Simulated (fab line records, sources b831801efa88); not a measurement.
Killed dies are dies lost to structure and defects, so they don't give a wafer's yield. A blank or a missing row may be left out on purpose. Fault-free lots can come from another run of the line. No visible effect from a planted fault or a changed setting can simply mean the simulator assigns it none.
Problem report in the 8D (eight disciplines) form, filled by code + flow sky130 + the parts of the form that need people (team, actions taken, sign-off) are left out

== 1. THE ISSUE ==
Across 3 wafers from 2 lots, CONTACT_CVD_00_THK at SKY_CONTACT_THK_MEAS_01 averages 56.4 nm, while fault-free wafers read 74.9 nm with a standard deviation of 0.9. That is -21 standard deviations from the usual mean.
Earliest sighting: wafer L400.1 on filmMetro-04 at day 32 20:13. At this step, 36 wafers from 12 lots have a number in the record. The rule behind "out" and "out of limits": a value lying over 4 standard deviations away from the usual mean. The rest of the wafers with a number are treated as sound.

== 2. WHAT IT IS, AND WHAT IT ISN'T ==
| question                    | is                         | is not                                                                                                                    |
|-----------------------------|----------------------------|---------------------------------------------------------------------------------------------------------------------------|
| which readings at this step | CONTACT_CVD_00_THK         | -                                                                                                                         |
| which lots                  | L400, L403                 | L396, L407, L408, L409, L410, L411, L412, L413, L416, L417                                                                |
| which wafers of those lots  | L400.1, L400.2, L403.1     | L400.3, L403.4, L403.6                                                                                                    |
| read on which gauges        | filmMetro-01, filmMetro-04 | filmMetro-02                                                                                                              |
| when                        | from day 32 20:13          | up to then (4 sound wafers); but 29 sound wafers of L403, L407, L408, L409, L410, L411, L412, L413, L416, L417 came after |

== 3. WHAT RULES OUT EACH SUSPECT ==
Counting: a tool at a process step up to the reading stays a suspect if it ran every lot that is out. Sound lots after the first of them don't rule it out here, since some wafers of a struck lot are sound.
- the gauge at SKY_CONTACT_THK_MEAS_01: ruled out. Those wafers that are out were read across 2 gauges (filmMetro-01, filmMetro-04).
- pvdSputter-01 at SKY_LI_CONTACT_SPUTTER_19 (material Ti, target thk 20 nm, time 106.37 s): kept. It ran every lot that is out, first L400 (day 31 14:23).
- pecvd-01 at SKY_CONTACT_CVD_00 (deposits Si3N4, target thk 75 nm): kept. Ran every lot that is out, first one L400 (day 32 20:11); last sound lot up to then L396 (day 31 07:42).
Remaining after the count are pvdSputter-01 at SKY_LI_CONTACT_SPUTTER_19 and pecvd-01 at SKY_CONTACT_CVD_00.

== 4. THE CAUSE (what the simulator had put in) ==
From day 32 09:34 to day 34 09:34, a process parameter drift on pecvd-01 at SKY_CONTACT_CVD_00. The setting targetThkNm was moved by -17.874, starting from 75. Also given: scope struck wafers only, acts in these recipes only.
2 suspects survive the count, and this tool is in that group.

== 5. THE CHAIN OF EFFECTS, in route order ==
Rows list readings where the struck wafers' mean (over those with a number) sits beyond 3 standard deviations from the usual. Only readings for which the record gives a usual standard deviation are gone through. hours: the time from each lot's start at the first step in this table that gives one to its start at this step, as a median over the lots. sigmas: the change in usual standard deviations.
| hours | step                    | reading            | usual      | on struck wafers | change | sigmas |
|-------|-------------------------|--------------------|------------|------------------|--------|--------|
| 0     | SKY_CONTACT_THK_MEAS_01 | CONTACT_CVD_00_THK | 74.9 nm    | 56.4             | -18.5  | -21    |
| -     | SKY_CONTACT_ETCH_18     | oesProductAu       | 0.854 a.u. | 0.737            | -0.117 | -15    |
Here are the process steps it includes:
- SKY_CONTACT_ETCH_18: etches Si3N4 in CHF3/O2, stops on TiN, time 39 s, target depth 75 nm.

== 6. WHAT WOULD HAVE CAUGHT IT SOONER ==
The first out-of-limits reading at a measuring or inspecting step in this record came at day 32 20:13, 11 hours after the fault's start at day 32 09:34.
No tool reading at SKY_CONTACT_CVD_00 that has a usual standard deviation in the record was out on any struck wafer, so an alarm limit of 4 standard deviations on those readings would not have fired.
Lots out: 2; of these, L403 started SKY_CONTACT_CVD_00 on pecvd-01 after day 32 20:13. It would have been spared by a hold on the tool at that moment.
